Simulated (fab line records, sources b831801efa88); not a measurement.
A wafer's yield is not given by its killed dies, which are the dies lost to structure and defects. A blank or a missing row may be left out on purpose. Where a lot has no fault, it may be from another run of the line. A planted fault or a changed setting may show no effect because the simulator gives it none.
Which of the tools did it? :: flow gf180mcu :: Sampling: 14 lots, 42 wafers, 4 of 602 route steps

== WHAT EACH GAUGE READ, for each wafer ==
GF_STI_BOW_MEAS_00. Usual: INCOMING_BOW 1 um, standard deviation 6.2.
lot: L485
measured: day 1 10:01
on: film-metro-03
INCOMING_BOW (um): -1 0 -5
flag: 

lot: L486
measured: day 1 15:00
on: film-metro-03
INCOMING_BOW (um): -2 6 3
flag: 

lot: L487
measured: day 1 20:01
on: film-metro-03
INCOMING_BOW (um): 4 -6 4
flag: 

lot: L492
measured: day 2 21:00
on: film-metro-02
INCOMING_BOW (um): -5 -4 6
flag: 

lot: L495
measured: day 3 12:01
on: film-metro-02
INCOMING_BOW (um): -14 -6 -2
flag: 

lot: L496
measured: day 3 17:00
on: film-metro-03
INCOMING_BOW (um): -4 1 14
flag: 

lot: L497
measured: day 3 22:00
on: film-metro-03
INCOMING_BOW (um): -2 4 -6
flag: 

lot: L498
measured: day 4 03:01
on: film-metro-02
INCOMING_BOW (um): -5 -1 -3
flag: 

lot: L501
measured: day 4 18:02
on: film-metro-03
INCOMING_BOW (um): 1 -3 -10
flag: 

lot: L502
measured: day 4 23:00
on: film-metro-03
INCOMING_BOW (um): 3 0 4
flag: 

lot: L503
measured: day 5 04:00
on: film-metro-01
INCOMING_BOW (um): 2 2 -6
flag: 

lot: L504
measured: day 5 09:00
on: film-metro-02
INCOMING_BOW (um): 1 13 -1
flag: 

lot: L505
measured: day 5 14:01
on: film-metro-01
INCOMING_BOW (um): 2 -4 -6
flag: 

lot: L508
measured: day 6 05:00
on: film-metro-03
INCOMING_BOW (um): 1 11 11
flag: 

GF_MVSD_TW_MEAS_11. Usual: MVSD_TW 1579, standard deviation 16.
lot: L485
measured: day 4 09:53
on: film-metro-02
MVSD_TW: 1571 1577 1572
flag: 

lot: L486
measured: day 4 16:10
on: film-metro-04
MVSD_TW: 1596 1600 1588
flag: 

lot: L487
measured: day 4 22:18
on: film-metro-01
MVSD_TW: 1578 1576 1585
flag: 

lot: L492
measured: day 6 06:26
on: film-metro-02
MVSD_TW: 1566 1562 1564
flag: 

lot: L495
measured: day 6 22:40
on: film-metro-04
MVSD_TW: 1585 1595 1592
flag: 

lot: L496
measured: day 7 02:50
on: film-metro-02
MVSD_TW: 1555 1555 1552
flag: 

lot: L497
measured: day 7 08:25
on: film-metro-01
MVSD_TW: 1579 1566 1568
flag: 

lot: L498
measured: day 7 16:07
on: film-metro-04
MVSD_TW: 1595 1597 1607
flag: 

lot: L501
measured: day 8 08:21
on: film-metro-02
MVSD_TW: 1560 1559 1558
flag: 

lot: L502
measured: day 8 12:35
on: film-metro-04
MVSD_TW: 1600 1588 1593
flag: 

lot: L503
measured: day 8 23:41
on: film-metro-01
MVSD_TW: 1573 1575 1573
flag: 

lot: L504
measured: day 9 01:58
on: film-metro-04
MVSD_TW: 1596 1601 1587
flag: 

lot: L505
measured: day 9 05:19
on: film-metro-04
MVSD_TW: 1602 1596 1590
flag: 

lot: L508
measured: day 10 01:53
on: film-metro-04
MVSD_TW: 1580 1587 1590
flag: 

== WHAT TOOL EACH LOT RAN ON (gives the tool, then ch and the chambers of the sampled wafers, and finally the start) ==
lot: L485
GF_DNWELL_STRIP_08: plasma-asher-03 ch 0,1, day 2 18:04
GF_NWELL_IMPLANT_09: implanter-03 ch 0, day 3 07:10

lot: L486
GF_DNWELL_STRIP_08: plasma-asher-03 ch 0,1, day 3 00:16
GF_NWELL_IMPLANT_09: implanter-03 ch 0, day 3 13:02

lot: L487
GF_DNWELL_STRIP_08: plasma-asher-03 ch 1, day 3 05:00
GF_NWELL_IMPLANT_09: implanter-01 ch 0, day 3 18:10

lot: L492
GF_DNWELL_STRIP_08: plasma-asher-03 ch 0,1, day 4 09:54
GF_NWELL_IMPLANT_09: implanter-03 ch 0, day 5 00:13

lot: L495
GF_DNWELL_STRIP_08: plasma-asher-03 ch 0,1, day 5 00:21
GF_NWELL_IMPLANT_09: implanter-01 ch 0, day 5 15:15

lot: L496
GF_DNWELL_STRIP_08: plasma-asher-02 ch 1, day 5 04:39
GF_NWELL_IMPLANT_09: implanter-01 ch 0, day 5 19:11

lot: L497
GF_DNWELL_STRIP_08: plasma-asher-03 ch 1, day 5 10:36
GF_NWELL_IMPLANT_09: implanter-03 ch 0, day 6 01:26

lot: L498
GF_DNWELL_STRIP_08: plasma-asher-02 ch 0,1, day 5 16:52
GF_NWELL_IMPLANT_09: implanter-03 ch 0, day 6 08:10

lot: L501
GF_DNWELL_STRIP_08: plasma-asher-02 ch 0,1, day 6 07:47
GF_NWELL_IMPLANT_09: implanter-04 ch 0, day 6 23:32

lot: L502
GF_DNWELL_STRIP_08: plasma-asher-02 ch 0,1, day 6 13:30
GF_NWELL_IMPLANT_09: implanter-03 ch 0, day 7 05:08

lot: L503
GF_DNWELL_STRIP_08: plasma-asher-04 ch 0,1, day 6 23:04
GF_NWELL_IMPLANT_09: implanter-04 ch 0, day 7 14:35

lot: L504
GF_DNWELL_STRIP_08: plasma-asher-02 ch 0,1, day 7 00:48
GF_NWELL_IMPLANT_09: implanter-03 ch 0, day 7 17:05

lot: L505
GF_DNWELL_STRIP_08: plasma-asher-02 ch 0,1, day 7 04:10
GF_NWELL_IMPLANT_09: implanter-03 ch 0, day 7 19:58

lot: L508
GF_DNWELL_STRIP_08: plasma-asher-02 ch 0,1, day 7 23:12
GF_NWELL_IMPLANT_09: implanter-01 ch 0, day 8 15:20
- GF_DNWELL_STRIP_08: strips in O2/N2.
- GF_NWELL_IMPLANT_09

== AS READ BY THE TOOLS THEMSELVES (means over the sampled wafers that have a number; for cases with no such wafer, the mark the record gives instead) ==
GF_DNWELL_STRIP_08. Usual: drypump-motor-current-A 5.5 A, standard deviation 0.34; heater-power-w 344 W, standard deviation 53; oes-product-au 0.722 a.u., standard deviation 0.0046; strip-time-to-endpoint-s 37.00 s, standard deviation 0.11.
lot: L485
tool: plasma-asher-03
drypump-motor-current-A (A): 5.6
heater-power-w (W): 311
oes-product-au (a.u.): 0.722
strip-time-to-endpoint-s (s): 36.96
flag: 

lot: L486
tool: plasma-asher-03
drypump-motor-current-A (A): 5.6
heater-power-w (W): 310
oes-product-au (a.u.): 0.721
strip-time-to-endpoint-s (s): 36.91
flag: 

lot: L487
tool: plasma-asher-03
drypump-motor-current-A (A): 6.1
heater-power-w (W): 332
oes-product-au (a.u.): 0.720
strip-time-to-endpoint-s (s): 36.92
flag: 

lot: L492
tool: plasma-asher-03
drypump-motor-current-A (A): 5.8
heater-power-w (W): 322
oes-product-au (a.u.): 0.723
strip-time-to-endpoint-s (s): 36.97
flag: 

lot: L495
tool: plasma-asher-03
drypump-motor-current-A (A): 5.6
heater-power-w (W): 308
oes-product-au (a.u.): 0.723
strip-time-to-endpoint-s (s): 36.87
flag: 

lot: L496
tool: plasma-asher-02
drypump-motor-current-A (A): 5.3
heater-power-w (W): 310
oes-product-au (a.u.): 0.724
strip-time-to-endpoint-s (s): 37.02
flag: 

lot: L497
tool: plasma-asher-03
drypump-motor-current-A (A): 6.0
heater-power-w (W): 340
oes-product-au (a.u.): 0.720
strip-time-to-endpoint-s (s): 37.13
flag: 

lot: L498
tool: plasma-asher-02
drypump-motor-current-A (A): 5.2
heater-power-w (W): 355
oes-product-au (a.u.): 0.728
strip-time-to-endpoint-s (s): 36.94
flag: 

lot: L501
tool: plasma-asher-02
drypump-motor-current-A (A): 5.2
heater-power-w (W): 400
oes-product-au (a.u.): 0.722
strip-time-to-endpoint-s (s): 37.00
flag: 

lot: L502
tool: plasma-asher-02
drypump-motor-current-A (A): 5.2
heater-power-w (W): 353
oes-product-au (a.u.): 0.724
strip-time-to-endpoint-s (s): 37.11
flag: 

lot: L503
tool: plasma-asher-04
drypump-motor-current-A (A): 5.6
heater-power-w (W): 342
oes-product-au (a.u.): 0.721
strip-time-to-endpoint-s (s): 36.97
flag: 

lot: L504
tool: plasma-asher-02
drypump-motor-current-A (A): 5.2
heater-power-w (W): 397
oes-product-au (a.u.): 0.717
strip-time-to-endpoint-s (s): 36.86
flag: 

lot: L505
tool: plasma-asher-02
drypump-motor-current-A (A): 5.2
heater-power-w (W): 395
oes-product-au (a.u.): 0.722
strip-time-to-endpoint-s (s): 36.99
flag: 

lot: L508
tool: plasma-asher-02
drypump-motor-current-A (A): 5.2
heater-power-w (W): 390
oes-product-au (a.u.): 0.723
strip-time-to-endpoint-s (s): 37.17
flag: 

GF_NWELL_IMPLANT_09. Usual: beam-energy-keV reads 160.01 (standard deviation 0.049).
lot: L485
tool: implanter-03
beam-energy-keV: 160.03
flag: 

lot: L486
tool: implanter-03
beam-energy-keV: 159.98
flag: 

lot: L487
tool: implanter-01
beam-energy-keV: 159.98
flag: 

lot: L492
tool: implanter-03
beam-energy-keV: 159.93
flag: 

lot: L495
tool: implanter-01
beam-energy-keV: 177.48
flag: OFF

lot: L496
tool: implanter-01
beam-energy-keV: 177.48
flag: OFF

lot: L497
tool: implanter-03
beam-energy-keV: 160.04
flag: 

lot: L498
tool: implanter-03
beam-energy-keV: 159.97
flag: 

lot: L501
tool: implanter-04
beam-energy-keV: 159.97
flag: 

lot: L502
tool: implanter-03
beam-energy-keV: 160.07
flag: 

lot: L503
tool: implanter-04
beam-energy-keV: 159.99
flag: 

lot: L504
tool: implanter-03
beam-energy-keV: 160.00
flag: 

lot: L505
tool: implanter-03
beam-energy-keV: 160.02
flag: 

lot: L508
tool: implanter-01
beam-energy-keV: 160.03
flag: 

== THE ANSWER, worked out from the rows above alone ==
Rule: a lot is off if the mean of its wafers that have a number lies more than 3 standard deviations from the usual mean. A lot without any number at a reading at which 4 lots or more have one is off too. Where the step has rows for the other lots, those lots are counted as sound. Order of review: gauges by route order, followed by the tools' own readings, for which a lot's mean as printed above is used. The first step at which some lot is off is used, and at that step the reading that is off furthest; a lot without a number counts as furthest.
Off, at GF_NWELL_IMPLANT_09 on beam-energy-keV: L495, L496.
A tool fits if, at that step or a process step before it, it ran every lot that is off, and no sound lot after the first of them. None of those tried fits.

== WHAT THE SIMULATOR HAD INSERTED ==
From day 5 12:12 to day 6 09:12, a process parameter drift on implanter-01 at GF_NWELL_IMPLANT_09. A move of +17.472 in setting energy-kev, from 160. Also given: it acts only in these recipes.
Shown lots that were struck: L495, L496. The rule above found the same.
